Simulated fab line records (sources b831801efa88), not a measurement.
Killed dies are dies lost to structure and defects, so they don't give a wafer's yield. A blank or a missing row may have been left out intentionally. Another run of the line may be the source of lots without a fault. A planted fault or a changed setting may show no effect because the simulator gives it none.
fab line records :: flow sky130
record
  lots=13
  wafers=39
  last-day=50
route steps=708 shown VT_ADJUST_HVTP@96 VT_ADJUST_NCORE@126 SONOS_ONO@183 LDD_P@261
lots with no fault: from the same line, run without faults
start-h: hours from the record's first day to the start of the lot's first wafer shown :: wait-h: hours from the lot's prior step to this one :: " unchanged from the row above :: L1.1+2: a single row standing in for several wafers :: - no value, or no start was given :: * or withheld: withheld :: < > ~ a bound
route shown NAME@n: NAME is a module with steps in the file, n the number in the route of the first one :: usual: average and standard deviation across the fault-free wafers :: same: alike in all rows :: chamber/n: place in a boat :: sites: readings site by site :: _std_site: how widely they spread, as a standard deviation :: _edge_site: mean of outer sites minus mean of inner sites :: radius-mm: for every site, how far away it sits from the centre of the wafer :: mask NAME#n: copy n :: behind: the last tool/chamber to shape the wafer :: hold: the reason the lot was held/the length of the hold in hours/how it ended :: device: which transistor (n, p or np) failed to switch :: end of line: tests run on the same wafers once the route is complete :: a step with no rows: only its recipe :: killed: not the wafer's yield, but the dies lost to structure and defects at the first sort :: map: dies across one wafer; x = killed, . = not, _ = none there
set.NAME: the setting as run; set.NAME@STEP: as run at that earlier step :: model.NAME: the simulator's own value behind a step, which no gauge read
the route's steps for a sample of lots (tables are steps, rows are wafers)
services: from which hour (start-h, from the record's first day; less than 0 if before it) a tool's chamber was out of use, for how many hours, and why
## steps
# step SKY_VT_ADJUST_HVTP_TW_MEAS_11
# usual
  VT_ADJUST_HVTP_TW=1358/8
lot.wafer: L209.1
tool: film-metro-03
chamber: -
start-h: 116.22
wait-h: 0.1
VT_ADJUST_HVTP_TW: 1356

lot.wafer: L209.4
tool: film-metro-03
chamber: -
start-h: 116.22
wait-h: 0.1
VT_ADJUST_HVTP_TW: 1350

lot.wafer: L209.6
tool: film-metro-03
chamber: -
start-h: 116.22
wait-h: 0.1
VT_ADJUST_HVTP_TW: 1357

lot.wafer: L210.2
tool: film-metro-03
chamber: -
start-h: 130.00
wait-h: 0.1
VT_ADJUST_HVTP_TW: 1358

lot.wafer: L210.3
tool: film-metro-03
chamber: -
start-h: 130.00
wait-h: 0.1
VT_ADJUST_HVTP_TW: 1359

lot.wafer: L210.6
tool: film-metro-03
chamber: -
start-h: 130.00
wait-h: 0.1
VT_ADJUST_HVTP_TW: 1358

lot.wafer: L211.1
tool: film-metro-02
chamber: -
start-h: 134.82
wait-h: 0.1
VT_ADJUST_HVTP_TW: 1376

lot.wafer: L211.2
tool: film-metro-02
chamber: -
start-h: 134.82
wait-h: 0.1
VT_ADJUST_HVTP_TW: 1378

lot.wafer: L211.5
tool: film-metro-02
chamber: -
start-h: 134.82
wait-h: 0.1
VT_ADJUST_HVTP_TW: 1362

lot.wafer: L212.2
tool: film-metro-04
chamber: -
start-h: 140.35
wait-h: 0.1
VT_ADJUST_HVTP_TW: 1352

lot.wafer: L212.3
tool: film-metro-04
chamber: -
start-h: 140.35
wait-h: 0.1
VT_ADJUST_HVTP_TW: 1352

lot.wafer: L212.4
tool: film-metro-04
chamber: -
start-h: 140.35
wait-h: 0.1
VT_ADJUST_HVTP_TW: 1348

lot.wafer: L213.2
tool: film-metro-02
chamber: -
start-h: 147.20
wait-h: 0.1
VT_ADJUST_HVTP_TW: 1369

lot.wafer: L213.5
tool: film-metro-02
chamber: -
start-h: 147.20
wait-h: 0.1
VT_ADJUST_HVTP_TW: 1368

lot.wafer: L213.6
tool: film-metro-02
chamber: -
start-h: 147.20
wait-h: 0.1
VT_ADJUST_HVTP_TW: 1367

lot.wafer: L214.1
tool: film-metro-02
chamber: -
start-h: 165.92
wait-h: 0.1
VT_ADJUST_HVTP_TW: 1366

lot.wafer: L214.3
tool: film-metro-02
chamber: -
start-h: 165.92
wait-h: 0.1
VT_ADJUST_HVTP_TW: 1359

lot.wafer: L214.6
tool: film-metro-02
chamber: -
start-h: 165.92
wait-h: 0.1
VT_ADJUST_HVTP_TW: 1366

lot.wafer: L221.1
tool: film-metro-04
chamber: -
start-h: 197.49
wait-h: 0.1
VT_ADJUST_HVTP_TW: 1351

lot.wafer: L221.4
tool: film-metro-04
chamber: -
start-h: 197.49
wait-h: 0.1
VT_ADJUST_HVTP_TW: 1355

lot.wafer: L221.6
tool: film-metro-04
chamber: -
start-h: 197.49
wait-h: 0.1
VT_ADJUST_HVTP_TW: 1356

lot.wafer: L223.1
tool: film-metro-02
chamber: -
start-h: 208.44
wait-h: 0.1
VT_ADJUST_HVTP_TW: 1360

lot.wafer: L223.3
tool: film-metro-02
chamber: -
start-h: 208.44
wait-h: 0.1
VT_ADJUST_HVTP_TW: 1362

lot.wafer: L223.5
tool: film-metro-02
chamber: -
start-h: 208.44
wait-h: 0.1
VT_ADJUST_HVTP_TW: 1357

lot.wafer: L224.2
tool: film-metro-03
chamber: -
start-h: 217.00
wait-h: 0.1
VT_ADJUST_HVTP_TW: 1348

lot.wafer: L224.4
tool: film-metro-03
chamber: -
start-h: 217.00
wait-h: 0.1
VT_ADJUST_HVTP_TW: 1350

lot.wafer: L224.5
tool: film-metro-03
chamber: -
start-h: 217.00
wait-h: 0.1
VT_ADJUST_HVTP_TW: 1353

lot.wafer: L227.1
tool: film-metro-02
chamber: -
start-h: 230.29
wait-h: 0.1
VT_ADJUST_HVTP_TW: 1366

lot.wafer: L227.3
tool: film-metro-02
chamber: -
start-h: 230.29
wait-h: 0.1
VT_ADJUST_HVTP_TW: 1366

lot.wafer: L227.5
tool: film-metro-02
chamber: -
start-h: 230.29
wait-h: 0.1
VT_ADJUST_HVTP_TW: 1370

lot.wafer: L229.1
tool: film-metro-02
chamber: -
start-h: 258.97
wait-h: 0.1
VT_ADJUST_HVTP_TW: 1366

lot.wafer: L229.5
tool: film-metro-02
chamber: -
start-h: 258.97
wait-h: 0.1
VT_ADJUST_HVTP_TW: 1365

lot.wafer: L229.6
tool: film-metro-02
chamber: -
start-h: 258.97
wait-h: 0.1
VT_ADJUST_HVTP_TW: 1366

lot.wafer: L232.2
tool: film-metro-03
chamber: -
start-h: 273.38
wait-h: 0.1
VT_ADJUST_HVTP_TW: 1348

lot.wafer: L232.3
tool: film-metro-03
chamber: -
start-h: 273.38
wait-h: 0.1
VT_ADJUST_HVTP_TW: 1339

lot.wafer: L232.6
tool: film-metro-03
chamber: -
start-h: 273.38
wait-h: 0.1
VT_ADJUST_HVTP_TW: 1344

lot.wafer: L231.1
tool: film-metro-02
chamber: -
start-h: 274.19
wait-h: 0.1
VT_ADJUST_HVTP_TW: 1349

lot.wafer: L231.2
tool: film-metro-02
chamber: -
start-h: 274.19
wait-h: 0.1
VT_ADJUST_HVTP_TW: 1363

lot.wafer: L231.3
tool: film-metro-02
chamber: -
start-h: 274.19
wait-h: 0.1
VT_ADJUST_HVTP_TW: 1354
# step SKY_VT_ADJUST_NCORE_CD_MEAS_07
# recipe
  target-cd-nm=380
# usual
  cd-nm=379.5/2.3
lot.wafer: L209.1
tool: cd-sem-02
chamber: -
start-h: 172.28
wait-h: 0.1
cd-nm: 378.7

lot.wafer: L209.4
tool: cd-sem-02
chamber: -
start-h: 172.28
wait-h: 0.1
cd-nm: 378.6

lot.wafer: L209.6
tool: cd-sem-02
chamber: -
start-h: 172.28
wait-h: 0.1
cd-nm: 378.3

lot.wafer: L210.2
tool: cd-sem-01
chamber: -
start-h: 187.88
wait-h: 0.1
cd-nm: 379.9

lot.wafer: L210.3
tool: cd-sem-01
chamber: -
start-h: 187.88
wait-h: 0.1
cd-nm: 380.5

lot.wafer: L210.6
tool: cd-sem-01
chamber: -
start-h: 187.88
wait-h: 0.1
cd-nm: 380.8

lot.wafer: L211.1
tool: cd-sem-01
chamber: -
start-h: 194.80
wait-h: 0.1
cd-nm: 380.3

lot.wafer: L211.2
tool: cd-sem-01
chamber: -
start-h: 194.80
wait-h: 0.1
cd-nm: 381.1

lot.wafer: L211.5
tool: cd-sem-01
chamber: -
start-h: 194.80
wait-h: 0.1
cd-nm: 382.8

lot.wafer: L212.2
tool: cd-sem-02
chamber: -
start-h: 199.61
wait-h: 0.1
cd-nm: 379.0

lot.wafer: L212.3
tool: cd-sem-02
chamber: -
start-h: 199.61
wait-h: 0.1
cd-nm: 380.3

lot.wafer: L212.4
tool: cd-sem-02
chamber: -
start-h: 199.61
wait-h: 0.1
cd-nm: 376.9

lot.wafer: L213.2
tool: cd-sem-01
chamber: -
start-h: 206.86
wait-h: 0.1
cd-nm: 381.2

lot.wafer: L213.5
tool: cd-sem-01
chamber: -
start-h: 206.86
wait-h: 0.1
cd-nm: 381.8

lot.wafer: L213.6
tool: cd-sem-01
chamber: -
start-h: 206.86
wait-h: 0.1
cd-nm: 383.1

lot.wafer: L214.1
tool: cd-sem-02
chamber: -
start-h: 228.48
wait-h: 0.1
cd-nm: 379.8

lot.wafer: L214.3
tool: cd-sem-02
chamber: -
start-h: 228.48
wait-h: 0.1
cd-nm: 381.0

lot.wafer: L214.6
tool: cd-sem-02
chamber: -
start-h: 228.48
wait-h: 0.1
cd-nm: 377.1

lot.wafer: L221.1
tool: cd-sem-01
chamber: -
start-h: 266.64
wait-h: 0.1
cd-nm: 381.2

lot.wafer: L221.4
tool: cd-sem-01
chamber: -
start-h: 266.64
wait-h: 0.1
cd-nm: 381.6

lot.wafer: L221.6
tool: cd-sem-01
chamber: -
start-h: 266.64
wait-h: 0.1
cd-nm: 380.4

lot.wafer: L223.1
tool: cd-sem-01
chamber: -
start-h: 279.34
wait-h: 0.1
cd-nm: 377.4

lot.wafer: L223.3
tool: cd-sem-01
chamber: -
start-h: 279.34
wait-h: 0.1
cd-nm: 377.5

lot.wafer: L223.5
tool: cd-sem-01
chamber: -
start-h: 279.34
wait-h: 0.1
cd-nm: 376.3

lot.wafer: L224.2
tool: cd-sem-02
chamber: -
start-h: 287.56
wait-h: 0.1
cd-nm: 377.1

lot.wafer: L224.4
tool: cd-sem-02
chamber: -
start-h: 287.56
wait-h: 0.1
cd-nm: 377.6

lot.wafer: L224.5
tool: cd-sem-02
chamber: -
start-h: 287.56
wait-h: 0.1
cd-nm: 375.0

lot.wafer: L227.1
tool: cd-sem-02
chamber: -
start-h: 304.44
wait-h: 0.1
cd-nm: 379.9

lot.wafer: L227.3
tool: cd-sem-02
chamber: -
start-h: 304.44
wait-h: 0.1
cd-nm: 380.1

lot.wafer: L227.5
tool: cd-sem-02
chamber: -
start-h: 304.44
wait-h: 0.1
cd-nm: 378.2

lot.wafer: L229.1
tool: cd-sem-01
chamber: -
start-h: 335.54
wait-h: 0.1
cd-nm: 378.6

lot.wafer: L229.5
tool: cd-sem-01
chamber: -
start-h: 335.54
wait-h: 0.1
cd-nm: 380.4

lot.wafer: L229.6
tool: cd-sem-01
chamber: -
start-h: 335.54
wait-h: 0.1
cd-nm: 380.3

lot.wafer: L232.2
tool: cd-sem-02
chamber: -
start-h: 350.45
wait-h: 0.1
cd-nm: 380.9

lot.wafer: L232.3
tool: cd-sem-02
chamber: -
start-h: 350.45
wait-h: 0.1
cd-nm: 380.7

lot.wafer: L232.6
tool: cd-sem-02
chamber: -
start-h: 350.45
wait-h: 0.1
cd-nm: 381.1

lot.wafer: L231.1
tool: cd-sem-01
chamber: -
start-h: 352.33
wait-h: 0.1
cd-nm: 384.0

lot.wafer: L231.2
tool: cd-sem-01
chamber: -
start-h: 352.33
wait-h: 0.1
cd-nm: 383.7

lot.wafer: L231.3
tool: cd-sem-01
chamber: -
start-h: 352.33
wait-h: 0.1
cd-nm: 383.5
# step SKY_SONOS_ONO_ETCH_15
# recipe
  target-depth-nm=19.52
  chemistry=CHF3/O2
  source-w=600
  bias-w=200
  pressure-mtorr=40
  chf3-flow-sccm=50
  O2_flow_sccm=5
  time-s=7.8
# usual
  drypump-motor-current-A=5.9/0.48
  oes-product-au=1.001/0.0073
  throttle-valve-pct=8.824/0.0093
# same
  time-s=7.8
lot.wafer: L209.1
tool: rie-diel-03
chamber: 1
start-h: 267.09
wait-h: 0.0
drypump-motor-current-A: 6.0
oes-product-au: 0.991
rf-hours-counter-h: 1
throttle-valve-pct: 8.848

lot.wafer: L209.4
tool: rie-diel-03
chamber: 0
start-h: 267.09
wait-h: 0.0
drypump-motor-current-A: 5.6
oes-product-au: 0.996
rf-hours-counter-h: -
throttle-valve-pct: 8.823

lot.wafer: L209.6
tool: rie-diel-03
chamber: 3
start-h: 267.09
wait-h: 0.0
drypump-motor-current-A: 5.4
oes-product-au: 1.007
rf-hours-counter-h: -
throttle-valve-pct: 8.830

lot.wafer: L210.2
tool: rie-diel-03
chamber: 1
start-h: 290.74
wait-h: 0.0
drypump-motor-current-A: 6.0
oes-product-au: 0.999
rf-hours-counter-h: 1
throttle-valve-pct: 8.845

lot.wafer: L210.3
tool: rie-diel-03
chamber: 0
start-h: 290.74
wait-h: 0.0
drypump-motor-current-A: 5.6
oes-product-au: 0.996
rf-hours-counter-h: 39
throttle-valve-pct: 8.822

lot.wafer: L210.6
tool: rie-diel-03
chamber: 2
start-h: 290.74
wait-h: 0.0
drypump-motor-current-A: 6.6
oes-product-au: 0.992
rf-hours-counter-h: -
throttle-valve-pct: 8.814

lot.wafer: L211.1
tool: rie-diel-03
chamber: 2
start-h: 292.89
wait-h: 0.0
drypump-motor-current-A: 6.6
oes-product-au: 0.990
rf-hours-counter-h: 0
throttle-valve-pct: 8.823

lot.wafer: L211.2
tool: rie-diel-03
chamber: 3
start-h: 292.89
wait-h: 0.0
drypump-motor-current-A: 5.4
oes-product-au: 1.001
rf-hours-counter-h: 102
throttle-valve-pct: 8.829

lot.wafer: L211.5
tool: rie-diel-03
chamber: 3
start-h: 292.89
wait-h: 0.0
drypump-motor-current-A: 5.4
oes-product-au: 1.000
rf-hours-counter-h: -
throttle-valve-pct: 8.827

lot.wafer: L212.2
tool: rie-diel-03
chamber: 1
start-h: 300.28
wait-h: 0.0
drypump-motor-current-A: 6.0
oes-product-au: 0.996
rf-hours-counter-h: 1
throttle-valve-pct: 8.824

lot.wafer: L212.3
tool: rie-diel-03
chamber: 0
start-h: 300.28
wait-h: 0.0
drypump-motor-current-A: 5.6
oes-product-au: 0.984
rf-hours-counter-h: 39
throttle-valve-pct: 8.827

lot.wafer: L212.4
tool: rie-diel-03
chamber: 3
start-h: 300.28
wait-h: 0.0
drypump-motor-current-A: 5.4
oes-product-au: 0.994
rf-hours-counter-h: 102
throttle-valve-pct: 8.817

lot.wafer: L213.2
tool: rie-diel-03
chamber: 0
start-h: 307.98
wait-h: 0.0
drypump-motor-current-A: 5.6
oes-product-au: 0.998
rf-hours-counter-h: 39
throttle-valve-pct: 8.824

lot.wafer: L213.5
tool: rie-diel-03
chamber: 3
start-h: 307.98
wait-h: 0.0
drypump-motor-current-A: 5.4
oes-product-au: 0.984
rf-hours-counter-h: -
throttle-valve-pct: 8.838

lot.wafer: L213.6
tool: rie-diel-03
chamber: 0
start-h: 307.98
wait-h: 0.0
drypump-motor-current-A: 5.6
oes-product-au: 1.007
rf-hours-counter-h: -
throttle-valve-pct: 8.809

lot.wafer: L214.1
tool: rie-diel-03
chamber: 3
start-h: 334.49
wait-h: 0.0
drypump-motor-current-A: 5.4
oes-product-au: 1.001
rf-hours-counter-h: 103
throttle-valve-pct: 8.809

lot.wafer: L214.3
tool: rie-diel-03
chamber: 0
start-h: 334.49
wait-h: 0.0
drypump-motor-current-A: 5.6
oes-product-au: 1.011
rf-hours-counter-h: 39
throttle-valve-pct: 8.818

lot.wafer: L214.6
tool: rie-diel-03
chamber: 0
start-h: 334.49
wait-h: 0.0
drypump-motor-current-A: 5.6
oes-product-au: 1.006
rf-hours-counter-h: -
throttle-valve-pct: 8.831

lot.wafer: L221.1
tool: rie-diel-03
chamber: 0
start-h: 376.04
wait-h: 0.0
drypump-motor-current-A: 5.6
oes-product-au: 0.996
rf-hours-counter-h: 40
throttle-valve-pct: 8.823

lot.wafer: L221.4
tool: rie-diel-03
chamber: 3
start-h: 376.04
wait-h: 0.0
drypump-motor-current-A: 5.4
oes-product-au: 1.010
rf-hours-counter-h: 104
throttle-valve-pct: 8.819

lot.wafer: L221.6
tool: rie-diel-03
chamber: 0
start-h: 376.04
wait-h: 0.0
drypump-motor-current-A: 5.6
oes-product-au: 1.002
rf-hours-counter-h: -
throttle-valve-pct: 8.835

lot.wafer: L223.1
tool: rie-diel-03
chamber: 2
start-h: 391.39
wait-h: 0.0
drypump-motor-current-A: 6.6
oes-product-au: 1.009
rf-hours-counter-h: 2
throttle-valve-pct: 8.838

lot.wafer: L223.3
tool: rie-diel-03
chamber: 3
start-h: 391.39
wait-h: 0.0
drypump-motor-current-A: 5.4
oes-product-au: 1.005
rf-hours-counter-h: 104
throttle-valve-pct: 8.832

lot.wafer: L223.5
tool: rie-diel-03
chamber: 0
start-h: 391.39
wait-h: 0.0
drypump-motor-current-A: 5.6
oes-product-au: 0.999
rf-hours-counter-h: -
throttle-valve-pct: 8.826

lot.wafer: L224.2
tool: rie-diel-01
chamber: 0
start-h: 428.44
wait-h: 0.0
drypump-motor-current-A: 4.8
oes-product-au: 0.999
rf-hours-counter-h: 11
throttle-valve-pct: 8.825

lot.wafer: L224.4
tool: rie-diel-01
chamber: 1
start-h: 428.44
wait-h: 0.0
drypump-motor-current-A: 6.0
oes-product-au: 0.999
rf-hours-counter-h: 84
throttle-valve-pct: 8.816

lot.wafer: L224.5
tool: rie-diel-01
chamber: 1
start-h: 428.44
wait-h: 0.0
drypump-motor-current-A: 6.0
oes-product-au: 0.996
rf-hours-counter-h: -
throttle-valve-pct: 8.820

lot.wafer: L227.1
tool: rie-diel-03
chamber: 2
start-h: 429.93
wait-h: 0.0
drypump-motor-current-A: 6.6
oes-product-au: 1.014
rf-hours-counter-h: 2
throttle-valve-pct: 8.841

lot.wafer: L227.3
tool: rie-diel-03
chamber: 1
start-h: 429.93
wait-h: 0.0
drypump-motor-current-A: 6.0
oes-product-au: 1.007
rf-hours-counter-h: 4
throttle-valve-pct: 8.823

lot.wafer: L227.5
tool: rie-diel-03
chamber: 0
start-h: 429.93
wait-h: 0.0
drypump-motor-current-A: 5.6
oes-product-au: 1.004
rf-hours-counter-h: -
throttle-valve-pct: 8.823

lot.wafer: L229.1
tool: rie-diel-03
chamber: 1
start-h: 458.33
wait-h: 0.0
drypump-motor-current-A: 6.0
oes-product-au: 1.009
rf-hours-counter-h: 4
throttle-valve-pct: 8.823

lot.wafer: L229.5
tool: rie-diel-03
chamber: 3
start-h: 458.33
wait-h: 0.0
drypump-motor-current-A: 5.4
oes-product-au: 1.016
rf-hours-counter-h: -
throttle-valve-pct: 8.818

lot.wafer: L229.6
tool: rie-diel-03
chamber: 0
start-h: 458.33
wait-h: 0.0
drypump-motor-current-A: 5.6
oes-product-au: 0.996
rf-hours-counter-h: -
throttle-valve-pct: 8.828

lot.wafer: L232.2
tool: rie-diel-03
chamber: 2
start-h: 475.29
wait-h: 0.0
drypump-motor-current-A: 6.6
oes-product-au: 0.996
rf-hours-counter-h: 3
throttle-valve-pct: 8.834

lot.wafer: L232.3
tool: rie-diel-03
chamber: 1
start-h: 475.29
wait-h: 0.0
drypump-motor-current-A: 6.0
oes-product-au: 0.999
rf-hours-counter-h: 5
throttle-valve-pct: 8.816

lot.wafer: L232.6
tool: rie-diel-03
chamber: 2
start-h: 475.29
wait-h: 0.0
drypump-motor-current-A: 6.6
oes-product-au: 1.007
rf-hours-counter-h: -
throttle-valve-pct: 8.836

lot.wafer: L231.1
tool: rie-diel-01
chamber: 2
start-h: 476.84
wait-h: 0.0
drypump-motor-current-A: 5.0
oes-product-au: 1.009
rf-hours-counter-h: 13
throttle-valve-pct: 8.824

lot.wafer: L231.2
tool: rie-diel-01
chamber: 3
start-h: 476.84
wait-h: 0.0
drypump-motor-current-A: 6.0
oes-product-au: 1.000
rf-hours-counter-h: 25
throttle-valve-pct: 8.828

lot.wafer: L231.3
tool: rie-diel-01
chamber: 1
start-h: 476.84
wait-h: 0.0
drypump-motor-current-A: 6.1
oes-product-au: 0.997
rf-hours-counter-h: 85
throttle-valve-pct: 8.823
# step SKY_LDD_P_DEVELOP_06
# recipe
  resist=NOVOLAK
  developer=TMAH
  develop-time-s=60
  dev-temp-c=23
lot.wafer: L209.1+4+6
tool: litho-track-04
chamber: 0
start-h: 413.41
wait-h: 0.1

lot.wafer: L210.2+3+6
tool: litho-track-04
chamber: 0
start-h: 439.79
wait-h: 0.1

lot.wafer: L211.1+2+5
tool: litho-track-01
chamber: 0
start-h: 441.57
wait-h: 0.1

lot.wafer: L212.2+3+4
tool: litho-track-04
chamber: 0
start-h: 451.34
wait-h: 0.1

lot.wafer: L213.2+5+6
tool: litho-track-03
chamber: 0
start-h: 490.61
wait-h: 0.1

lot.wafer: L214.1+3+6
tool: litho-track-04
chamber: 0
start-h: 495.91
wait-h: 0.1

lot.wafer: L221.1+4+6
tool: litho-track-03
chamber: 0
start-h: 534.48
wait-h: 0.1

lot.wafer: L223.1+3+5
tool: litho-track-01
chamber: 0
start-h: 550.42
wait-h: 0.1

lot.wafer: L224.2+4+5
tool: litho-track-01
chamber: 0
start-h: 591.35
wait-h: 0.1

lot.wafer: L227.1+3+5
tool: litho-track-03
chamber: 0
start-h: 593.98
wait-h: 0.1

lot.wafer: L229.1+5+6
tool: litho-track-04
chamber: 0
start-h: 616.46
wait-h: 0.1

lot.wafer: L232.2+3+6
tool: litho-track-03
chamber: 0
start-h: 632.76
wait-h: 0.1

lot.wafer: L231.1+2+3
tool: litho-track-03
chamber: 0
start-h: 637.28
wait-h: 0.1
# step SKY_LDD_P_CD_MEAS_07
# recipe
  target-cd-nm=380
# usual
  cd-nm=379.8/2.2
lot.wafer: L209.1
tool: cd-sem-02
chamber: -
start-h: 413.56
wait-h: 0.1
cd-nm: 380.8

lot.wafer: L209.4
tool: cd-sem-02
chamber: -
start-h: 413.56
wait-h: 0.1
cd-nm: 380.5

lot.wafer: L209.6
tool: cd-sem-02
chamber: -
start-h: 413.56
wait-h: 0.1
cd-nm: 381.3

lot.wafer: L210.2
tool: cd-sem-02
chamber: -
start-h: 439.93
wait-h: 0.1
cd-nm: 380.6

lot.wafer: L210.3
tool: cd-sem-02
chamber: -
start-h: 439.93
wait-h: 0.1
cd-nm: 381.1

lot.wafer: L210.6
tool: cd-sem-02
chamber: -
start-h: 439.93
wait-h: 0.1
cd-nm: 381.1

lot.wafer: L211.1
tool: cd-sem-02
chamber: -
start-h: 441.72
wait-h: 0.1
cd-nm: 383.0

lot.wafer: L211.2
tool: cd-sem-02
chamber: -
start-h: 441.72
wait-h: 0.1
cd-nm: 381.3

lot.wafer: L211.5
tool: cd-sem-02
chamber: -
start-h: 441.72
wait-h: 0.1
cd-nm: 381.4

lot.wafer: L212.2
tool: cd-sem-02
chamber: -
start-h: 451.48
wait-h: 0.1
cd-nm: 379.1

lot.wafer: L212.3
tool: cd-sem-02
chamber: -
start-h: 451.48
wait-h: 0.1
cd-nm: 378.7

lot.wafer: L212.4
tool: cd-sem-02
chamber: -
start-h: 451.48
wait-h: 0.1
cd-nm: 376.1

lot.wafer: L213.2
tool: cd-sem-02
chamber: -
start-h: 490.75
wait-h: 0.1
cd-nm: 377.9

lot.wafer: L213.5
tool: cd-sem-02
chamber: -
start-h: 490.75
wait-h: 0.1
cd-nm: 377.9

lot.wafer: L213.6
tool: cd-sem-02
chamber: -
start-h: 490.75
wait-h: 0.1
cd-nm: 374.8

lot.wafer: L214.1
tool: cd-sem-01
chamber: -
start-h: 496.06
wait-h: 0.1
cd-nm: 378.2

lot.wafer: L214.3
tool: cd-sem-01
chamber: -
start-h: 496.06
wait-h: 0.1
cd-nm: 380.2

lot.wafer: L214.6
tool: cd-sem-01
chamber: -
start-h: 496.06
wait-h: 0.1
cd-nm: 381.1

lot.wafer: L221.1
tool: cd-sem-02
chamber: -
start-h: 534.63
wait-h: 0.1
cd-nm: 375.2

lot.wafer: L221.4
tool: cd-sem-02
chamber: -
start-h: 534.63
wait-h: 0.1
cd-nm: 377.2

lot.wafer: L221.6
tool: cd-sem-02
chamber: -
start-h: 534.63
wait-h: 0.1
cd-nm: 378.0

lot.wafer: L223.1
tool: cd-sem-02
chamber: -
start-h: 550.60
wait-h: 0.2
cd-nm: 272.6

lot.wafer: L223.3
tool: cd-sem-02
chamber: -
start-h: 550.60
wait-h: 0.2
cd-nm: 275.0

lot.wafer: L223.5
tool: cd-sem-02
chamber: -
start-h: 550.60
wait-h: 0.2
cd-nm: 273.1

lot.wafer: L224.2
tool: cd-sem-02
chamber: -
start-h: 591.49
wait-h: 0.1
cd-nm: 276.1

lot.wafer: L224.4
tool: cd-sem-02
chamber: -
start-h: 591.49
wait-h: 0.1
cd-nm: 274.1

lot.wafer: L224.5
tool: cd-sem-02
chamber: -
start-h: 591.49
wait-h: 0.1
cd-nm: 275.8

lot.wafer: L227.1
tool: cd-sem-01
chamber: -
start-h: 594.13
wait-h: 0.1
cd-nm: 377.2

lot.wafer: L227.3
tool: cd-sem-01
chamber: -
start-h: 594.13
wait-h: 0.1
cd-nm: 379.8

lot.wafer: L227.5
tool: cd-sem-01
chamber: -
start-h: 594.13
wait-h: 0.1
cd-nm: 379.7

lot.wafer: L229.1
tool: cd-sem-01
chamber: -
start-h: 616.61
wait-h: 0.1
cd-nm: 380.6

lot.wafer: L229.5
tool: cd-sem-01
chamber: -
start-h: 616.61
wait-h: 0.1
cd-nm: 380.2

lot.wafer: L229.6
tool: cd-sem-01
chamber: -
start-h: 616.61
wait-h: 0.1
cd-nm: 379.4

lot.wafer: L232.2
tool: cd-sem-02
chamber: -
start-h: 632.90
wait-h: 0.1
cd-nm: 380.9

lot.wafer: L232.3
tool: cd-sem-02
chamber: -
start-h: 632.90
wait-h: 0.1
cd-nm: 378.9

lot.wafer: L232.6
tool: cd-sem-02
chamber: -
start-h: 632.90
wait-h: 0.1
cd-nm: 379.7

lot.wafer: L231.1
tool: cd-sem-02
chamber: -
start-h: 637.43
wait-h: 0.1
cd-nm: 379.0

lot.wafer: L231.2
tool: cd-sem-02
chamber: -
start-h: 637.43
wait-h: 0.1
cd-nm: 377.2

lot.wafer: L231.3
tool: cd-sem-02
chamber: -
start-h: 637.43
wait-h: 0.1
cd-nm: 378.2
## services
tool: rie-diel-03
chamber: 2
start-h: 255.62
hours: -
kind: clean

tool: rie-diel-03
chamber: 2
start-h: 255.62
hours: 25.2
kind: scheduled-down

tool: rie-diel-03
chamber: 2
start-h: 255.62
hours: 25.2
kind: vent-cycle

tool: rie-diel-03
chamber: -
start-h: 265.23
hours: 1.0
kind: repair

tool: rie-diel-01
chamber: 3
start-h: 271.64
hours: 5.6
kind: repair

tool: rie-diel-01
chamber: 1
start-h: 300.25
hours: 12.6
kind: repair

tool: rie-diel-03
chamber: -
start-h: 300.60
hours: 0.2
kind: repair

tool: rie-diel-01
chamber: 0
start-h: 356.44
hours: 1.8
kind: repair

tool: rie-diel-03
chamber: 2
start-h: 378.16
hours: 7.5
kind: repair

tool: rie-diel-03
chamber: 3
start-h: 416.13
hours: -
kind: clean

tool: rie-diel-03
chamber: 3
start-h: 416.13
hours: 16.2
kind: scheduled-down

tool: rie-diel-03
chamber: 3
start-h: 416.13
hours: 16.2
kind: vent-cycle

tool: rie-diel-03
chamber: 1
start-h: 462.33
hours: 10.2
kind: repair

tool: rie-diel-03
chamber: 3
start-h: 474.51
hours: 3.1
kind: repair

tool: rie-diel-01
chamber: 1
start-h: 535.60
hours: -
kind: clean

tool: rie-diel-01
chamber: 1
start-h: 535.60
hours: 19.7
kind: scheduled-down

tool: rie-diel-01
chamber: 1
start-h: 535.60
hours: 19.7
kind: vent-cycle

tool: rie-diel-03
chamber: -
start-h: 539.30
hours: 0.3
kind: repair

tool: rie-diel-03
chamber: -
start-h: 565.25
hours: 14.6
kind: pm

tool: rie-diel-01
chamber: 0
start-h: 580.61
hours: 2.1
kind: repair

tool: rie-diel-03
chamber: 2
start-h: 586.09
hours: 4.4
kind: repair

tool: rie-diel-03
chamber: 0
start-h: 589.36
hours: 5.6
kind: repair

tool: rie-diel-01
chamber: -
start-h: 590.82
hours: 4.4
kind: repair
## key
first-sign
  step=SKY_LDD_P_CD_MEAS_07
  reading=cd-nm
  direction=down
  sigmas=48
  usual=379.8
  struck=274.4
effect none on later readings
met-at SKY_LDD_P_DEVELOP_06
struck-lots L223,L224
tester-left-out L223,L224
not-acting-at SKY_VT_ADJUST_HVTP_TW_MEAS_11,SKY_VT_ADJUST_NCORE_CD_MEAS_07,SKY_SONOS_ONO_ETCH_15
onset-between 441.57 550.42
fault
  kind=process-parameter-drift
  tool=litho-track-01
  chamber=-
  onset-h=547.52
  steps=SKY_LDD_P_DEVELOP_06
  channel=develop-time-s
  offset=*
  shape=step
  end-h=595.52
  acts-in=*
  stated=*
# tester-left-out: of these lots the tester's yield and bins aren't shown, on N5 and GAA mostly nor the transistor test; their killed dies are dies lost to structure and defects alone, not to doping, threshold or leakage, so they don't give the yield
